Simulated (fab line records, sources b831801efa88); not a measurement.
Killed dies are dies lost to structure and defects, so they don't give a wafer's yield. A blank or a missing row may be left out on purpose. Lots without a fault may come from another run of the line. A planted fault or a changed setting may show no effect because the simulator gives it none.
Which tool did it? | flow gf180mcu | 24 lots, 72 wafers sampled, at 5 steps of a route of 602

WHAT THE GAUGES READ, wafer by wafer
GF_MVPSD_TW_MEAS_11. Usual: MVPSD_TW 549, standard deviation 7.6.
lot  | measured     | on            | MVPSD_TW    | flag
L074 | day 5 15:26  | film_metro-02 | 560 559 556 |
L075 | day 6 00:53  | film_metro-03 | 544 543 544 |
L076 | day 6 04:04  | film_metro-03 | 541 543 541 |
L077 | day 6 10:57  | film_metro-03 | 545 543 541 |
L078 | day 6 20:30  | film_metro-03 | 544 545 544 |
L079 | day 7 00:12  | film_metro-02 | 559 563 559 |
L080 | day 7 06:13  | film_metro-02 | 559 562 563 |
L081 | day 7 10:46  | film_metro-02 | 558 561 561 |
L082 | day 7 18:17  | film_metro-03 | 547 548 542 |
L083 | day 7 22:31  | film_metro-04 | 539 544 539 |
L084 | day 8 05:13  | film_metro-04 | 542 541 543 |
L085 | day 8 11:44  | film_metro-02 | 555 552 553 |
L086 | day 8 16:42  | film_metro-03 | 548 548 550 |
L087 | day 8 22:09  | film_metro-02 | 553 555 554 |
L088 | day 9 04:38  | film_metro-03 | 544 545 547 |
L089 | day 9 07:49  | film_metro-04 | 541 538 540 |
L090 | day 9 14:10  | film_metro-03 | 544 542 544 |
L091 | day 9 18:53  | film_metro-04 | 539 542 538 |
L092 | day 10 00:58 | film_metro-02 | 561 557 559 |
L093 | day 10 04:36 | film_metro-03 | 542 543 545 |
L094 | day 10 10:48 | film_metro-04 | 544 542 545 |
L095 | day 10 15:27 | film_metro-02 | 559 563 560 |
L096 | day 10 23:05 | film_metro-02 | 554 558 561 |
L097 | day 11 03:04 | film_metro-04 | 545 547 546 |

GF_DUAL_GATE_THK_MEAS_03. Usual: DUAL_GATE_OXIDATION_00_THK 11.12 nm, standard deviation 0.19.
lot  | measured     | on            | DUAL_GATE_OXIDATION_00_THK (nm) | flag
L074 | day 8 17:01  | film_metro-01 | 11.08 11.02 10.87               |
L075 | day 9 03:38  | film_metro-01 | 11.11 11.20 10.93               |
L076 | day 9 07:44  | film_metro-02 | 11.60 11.16 11.07               |
L077 | day 9 16:23  | film_metro-03 | 11.33 11.36 11.29               |
L078 | day 9 22:31  | film_metro-03 | 11.27 11.24 11.14               |
L079 | day 10 02:48 | film_metro-03 | 11.14 11.04 11.22               |
L080 | day 10 10:44 | film_metro-01 | 11.23 11.33 11.21               |
L081 | day 10 16:20 | film_metro-01 | 10.70 10.93 10.88               |
L082 | day 10 22:01 | film_metro-03 | 11.21 11.24 11.32               |
L083 | day 11 00:52 | film_metro-01 | 11.34 11.48 11.52               |
L084 | day 11 09:14 | film_metro-01 | 11.18 11.36 11.29               |
L085 | day 11 15:08 | film_metro-02 | 11.22 11.12 11.22               |
L086 | day 12 00:41 | film_metro-03 | 11.37 11.28 11.26               |
L087 | day 12 05:35 | film_metro-01 | 11.23 11.09 11.19               |
L088 | day 12 10:32 | film_metro-01 | 11.11 10.90 11.07               |
L089 | day 12 15:14 | film_metro-01 | 11.10 11.20 11.27               |
L090 | day 12 22:17 | film_metro-01 | 10.95 10.94 10.91               |
L091 | day 13 04:58 | film_metro-01 | 11.16 11.09 11.16               |
L092 | day 13 10:44 | film_metro-03 | 10.80 10.84 10.81               |
L093 | day 13 19:23 | film_metro-01 | 10.76 10.92 11.04               |
L094 | day 14 00:45 | film_metro-03 | 10.94 11.09 11.01               |
L095 | day 14 03:45 | film_metro-03 | 11.06 10.92 10.76               |
L096 | day 14 12:02 | film_metro-01 | 11.21 11.16 11.03               |
L097 | day 14 13:46 | film_metro-02 | 11.03 10.97 10.77               |

WHICH TOOL RAN EACH LOT (tool, then ch and the chambers of the sampled wafers, then the start)
lot  | GF_NWELL_STRIP_10                   | GF_VT_IMPLANT_STRIP_09               | GF_VT_IMPLANT_STRIP_31
L074 | plasma_asher-03 ch 0,1, day 3 13:36 | plasma_asher-01 ch 0,1, day 6 07:51  | plasma_asher-01 ch 0,1, day 7 20:39
L075 | plasma_asher-01 ch 0,1, day 3 22:00 | plasma_asher-01 ch 0,1, day 6 18:38  | plasma_asher-01 ch 0,1, day 8 06:47
L076 | plasma_asher-01 ch 0,1, day 4 00:48 | plasma_asher-01 ch 0,1, day 6 22:18  | plasma_asher-01 ch 0,1, day 8 10:35
L077 | plasma_asher-04 ch 0,1, day 4 07:28 | plasma_asher-01 ch 0,1, day 7 06:15  | plasma_asher-03 ch 0,1, day 8 18:04
L078 | plasma_asher-03 ch 0,1, day 4 15:11 | plasma_asher-03 ch 1, day 7 14:54    | plasma_asher-04 ch 0,1, day 9 01:17
L079 | plasma_asher-01 ch 0,1, day 4 18:38 | plasma_asher-04 ch 0,1, day 7 18:01  | plasma_asher-01 ch 0,1, day 9 06:17
L080 | plasma_asher-01 ch 0,1, day 4 23:43 | plasma_asher-01 ch 0,1, day 8 00:11  | plasma_asher-03 ch 0,1, day 9 11:50
L081 | plasma_asher-03 ch 0,1, day 5 04:20 | plasma_asher-03 ch 0,1, day 8 04:16  | plasma_asher-04 ch 0,1, day 9 15:30
L082 | plasma_asher-03 ch 0,1, day 5 11:47 | plasma_asher-03 ch 0,1, day 8 12:12  | plasma_asher-03 ch 0,1, day 10 00:25
L083 | plasma_asher-03 ch 0,1, day 5 15:58 | plasma_asher-03 ch 0,1, day 8 15:26  | plasma_asher-03 ch 0,1, day 10 03:26
L084 | plasma_asher-01 ch 1, day 5 21:43   | plasma_asher-04 ch 0,1, day 8 23:06  | plasma_asher-03 ch 1, day 10 11:08
L085 | plasma_asher-04 ch 0,1, day 6 05:14 | plasma_asher-04 ch 0,1, day 9 05:20  | plasma_asher-03 ch 0,1, day 10 17:11
L086 | plasma_asher-03 ch 0,1, day 6 10:22 | plasma_asher-04 ch 0,1, day 9 10:43  | plasma_asher-03 ch 0,1, day 10 23:41
L087 | plasma_asher-03 ch 0,1, day 6 15:52 | plasma_asher-03 ch 0,1, day 9 15:48  | plasma_asher-03 ch 0,1, day 11 05:14
L088 | plasma_asher-03 ch 0,1, day 6 22:04 | plasma_asher-01 ch 0,1, day 9 23:07  | plasma_asher-01 ch 0,1, day 11 13:28
L089 | plasma_asher-01 ch 0,1, day 7 01:07 | plasma_asher-01 ch 0,1, day 10 01:35 | plasma_asher-01 ch 0,1, day 11 15:54
L090 | plasma_asher-01 ch 0,1, day 7 08:17 | plasma_asher-03 ch 0,1, day 10 08:58 | plasma_asher-01 ch 0,1, day 11 23:55
L091 | plasma_asher-03 ch 0,1, day 7 12:52 | plasma_asher-01 ch 0,1, day 10 14:13 | plasma_asher-01 ch 0,1, day 12 04:51
L092 | plasma_asher-03 ch 0,1, day 7 18:05 | plasma_asher-04 ch 0,1, day 10 19:20 | plasma_asher-04 ch 0,1, day 12 11:08
L093 | plasma_asher-04 ch 0,1, day 7 22:36 | plasma_asher-04 ch 0,1, day 10 23:37 | plasma_asher-04 ch 0,1, day 12 15:16
L094 | plasma_asher-01 ch 0,1, day 8 04:17 | plasma_asher-04 ch 0,1, day 11 06:17 | plasma_asher-03 ch 0, day 12 22:18
L095 | plasma_asher-03 ch 0,1, day 8 08:37 | plasma_asher-04 ch 0,1, day 11 10:13 | plasma_asher-01 ch 0,1, day 13 02:25
L096 | plasma_asher-04 ch 0,1, day 8 15:08 | plasma_asher-04 ch 0,1, day 11 18:37 | plasma_asher-03 ch 0,1, day 13 11:44
L097 | plasma_asher-01 ch 0,1, day 8 19:47 | plasma_asher-01 ch 0,1, day 11 22:26 | plasma_asher-03 ch 0,1, day 13 14:22
- GF_NWELL_STRIP_10: strips in O2/N2.
- GF_VT_IMPLANT_STRIP_09: strips in O2/N2.
- GF_VT_IMPLANT_STRIP_31: strips in O2/N2.

WHAT THE TOOLS THEMSELVES READ (means of the sampled wafers that have a number; where no wafer has one, the mark that the record gives instead)
GF_NWELL_STRIP_10. Usual: drypump_motor_current_A 5.48 A, standard deviation 0.22; heater_power_w 373 W, standard deviation 54; oes_product_au 0.722 a.u., standard deviation 0.0047; strip_time_to_endpoint_s 36.88 s, standard deviation 0.082.
lot  | tool            | drypump_motor_current_A (A) | heater_power_w (W) | oes_product_au (a.u.) | strip_time_to_endpoint_s (s) | flag
L074 | plasma_asher-03 | 5.40                        | 327                | 0.723                 | 36.84                        |
L075 | plasma_asher-01 | 5.64                        | 429                | 0.724                 | 36.83                        |
L076 | plasma_asher-01 | 5.55                        | 418                | 0.725                 | 36.88                        |
L077 | plasma_asher-04 | 5.35                        | 379                | 0.725                 | 36.97                        |
L078 | plasma_asher-03 | 5.39                        | 330                | 0.723                 | 36.94                        |
L079 | plasma_asher-01 | 5.56                        | 410                | 0.724                 | 36.96                        |
L080 | plasma_asher-01 | 5.54                        | 411                | 0.722                 | 36.82                        |
L081 | plasma_asher-03 | 5.40                        | 325                | 0.726                 | 36.93                        |
L082 | plasma_asher-03 | 5.40                        | 321                | 0.728                 | 36.97                        |
L083 | plasma_asher-03 | 5.38                        | 329                | 0.723                 | 36.81                        |
L084 | plasma_asher-01 | 5.71                        | 455                | 0.719                 | 36.88                        |
L085 | plasma_asher-04 | 5.66                        | 404                | 0.719                 | 36.85                        |
L086 | plasma_asher-03 | 5.39                        | 321                | 0.721                 | 36.80                        |
L087 | plasma_asher-03 | 5.39                        | 331                | 0.719                 | 36.88                        |
L088 | plasma_asher-03 | 5.42                        | 322                | 0.723                 | 36.85                        |
L089 | plasma_asher-01 | 5.64                        | 440                | 0.725                 | 36.75                        |
L090 | plasma_asher-01 | 5.63                        | 444                | 0.718                 | 36.83                        |
L091 | plasma_asher-03 | 5.38                        | 330                | 0.721                 | 36.81                        |
L092 | plasma_asher-03 | 5.40                        | 323                | 0.719                 | 36.91                        |
L093 | plasma_asher-04 | 5.64                        | 401                | 0.721                 | 36.81                        |
L094 | plasma_asher-01 | 5.63                        | 431                | 0.723                 | 36.99                        |
L095 | plasma_asher-03 | 5.39                        | 326                | 0.723                 | 36.99                        |
L096 | plasma_asher-04 | 5.64                        | 403                | 0.723                 | 36.92                        |
L097 | plasma_asher-01 | 5.63                        | 438                | 0.718                 | 36.82                        |

GF_VT_IMPLANT_STRIP_09. Usual: drypump_motor_current_A 5.5 A, standard deviation 0.3; heater_power_w 385 W, standard deviation 53; oes_product_au 0.716 a.u., standard deviation 0.0043; strip_time_to_endpoint_s 12.53 s, standard deviation 0.033.
lot  | tool            | drypump_motor_current_A (A) | heater_power_w (W) | oes_product_au (a.u.) | strip_time_to_endpoint_s (s) | flag
L074 | plasma_asher-01 | 5.6                         | 439                | 0.717                 | 12.56                        |
L075 | plasma_asher-01 | 5.6                         | 415                | 0.713                 | 12.57                        |
L076 | plasma_asher-01 | 5.6                         | 409                | 0.719                 | 12.54                        |
L077 | plasma_asher-01 | 5.6                         | 435                | 0.719                 | 12.54                        |
L078 | plasma_asher-03 | 5.4                         | 333                | 0.714                 | 12.52                        |
L079 | plasma_asher-04 | 5.3                         | 369                | 0.718                 | 12.55                        |
L080 | plasma_asher-01 | 5.6                         | 435                | 0.716                 | 12.51                        |
L081 | plasma_asher-03 | 5.4                         | 326                | 0.713                 | 12.52                        |
L082 | plasma_asher-03 | 5.4                         | 325                | 0.715                 | 12.49                        |
L083 | plasma_asher-03 | 5.4                         | 326                | 0.714                 | 12.53                        |
L084 | plasma_asher-04 | 5.3                         | 370                | 0.721                 | 12.53                        |
L085 | plasma_asher-04 | 5.7                         | 395                | 0.713                 | 12.53                        |
L086 | plasma_asher-04 | 5.7                         | 400                | 0.713                 | 12.55                        |
L087 | plasma_asher-03 | 5.4                         | 325                | 0.714                 | 12.52                        |
L088 | plasma_asher-01 | 5.6                         | 429                | 0.716                 | 12.51                        |
L089 | plasma_asher-01 | 5.6                         | 433                | 0.713                 | 12.50                        |
L090 | plasma_asher-03 | 5.4                         | 327                | 0.720                 | 12.56                        |
L091 | plasma_asher-01 | 5.6                         | 436                | 0.715                 | 12.60                        |
L092 | plasma_asher-04 | 5.7                         | 405                | 0.714                 | 12.52                        |
L093 | plasma_asher-04 | 5.3                         | 371                | 0.714                 | 12.54                        |
L094 | plasma_asher-04 | 5.3                         | 370                | 0.710                 | 12.52                        |
L095 | plasma_asher-04 | 5.3                         | 361                | 0.717                 | 12.45                        |
L096 | plasma_asher-04 | 5.7                         | 403                | 0.717                 | 12.52                        |
L097 | plasma_asher-01 | 5.6                         | 432                | 0.712                 | 12.51                        |

GF_VT_IMPLANT_STRIP_31. Usual: drypump_motor_current_A 5.49 A, standard deviation 0.22; heater_power_w 373 W, standard deviation 53; oes_product_au 0.716 a.u., standard deviation 0.0037; strip_time_to_endpoint_s 12.62 s, standard deviation 0.047.
lot  | tool            | drypump_motor_current_A (A) | heater_power_w (W) | oes_product_au (a.u.) | strip_time_to_endpoint_s (s) | flag
L074 | plasma_asher-01 | 5.64                        | 440                | 0.715                 | 12.62                        |
L075 | plasma_asher-01 | 5.58                        | 410                | 0.714                 | 12.61                        |
L076 | plasma_asher-01 | 5.54                        | 410                | 0.718                 | 12.53                        |
L077 | plasma_asher-03 | 5.41                        | 327                | 0.713                 | 12.60                        |
L078 | plasma_asher-04 | 5.34                        | 368                | 0.715                 | 12.61                        |
L079 | plasma_asher-01 | 5.56                        | 413                | 0.713                 | 12.55                        |
L080 | plasma_asher-03 | 5.41                        | 321                | 0.715                 | 12.61                        |
L081 | plasma_asher-04 | 5.66                        | 400                | 0.711                 | 12.57                        |
L082 | plasma_asher-03 | 5.40                        | 329                | 0.717                 | 12.64                        |
L083 | plasma_asher-03 | 5.41                        | 325                | 0.715                 | 12.66                        |
L084 | plasma_asher-03 | 5.42                        | 334                | 0.715                 | 12.65                        |
L085 | plasma_asher-03 | 5.39                        | 323                | 0.719                 | 12.57                        |
L086 | plasma_asher-03 | 5.41                        | 326                | 0.714                 | 12.69                        |
L087 | plasma_asher-03 | 5.41                        | 329                | 0.714                 | 12.58                        |
L088 | plasma_asher-01 | 5.57                        | 421                | 0.715                 | 12.64                        |
L089 | plasma_asher-01 | 5.63                        | 435                | 0.716                 | 12.60                        |
L090 | plasma_asher-01 | 5.54                        | 419                | 0.713                 | 12.71                        |
L091 | plasma_asher-01 | 5.55                        | 408                | 0.714                 | 12.61                        |
L092 | plasma_asher-04 | 5.63                        | 397                | 0.716                 | 12.67                        |
L093 | plasma_asher-04 | 5.34                        | 369                | 0.717                 | 12.61                        |
L094 | plasma_asher-03 | 5.39                        | 324                | 0.717                 | 12.59                        |
L095 | plasma_asher-01 | 5.63                        | 436                | 0.716                 | 12.69                        |
L096 | plasma_asher-03 | 5.40                        | 322                | 0.716                 | 12.65                        |
L097 | plasma_asher-03 | 5.39                        | 320                | 0.716                 | 12.68                        |

THE ANSWER, worked out from the rows above alone
Rule: a lot is off if the mean of its wafers that have a number lies more than 3 standard deviations from the usual mean. A lot without any number at a reading at which 4 lots or more have one is off too. The other lots that the step has rows for count as sound. The gauges are gone through in route order, then the tools' own readings, and for those a lot's mean is taken as printed above. The first step at which some lot is off is used, and at that step the reading that is off furthest; a lot without a number counts as furthest.
No lot is off at any reading shown: from this, nothing can be told.

WHAT THE SIMULATOR HAD PUT IN
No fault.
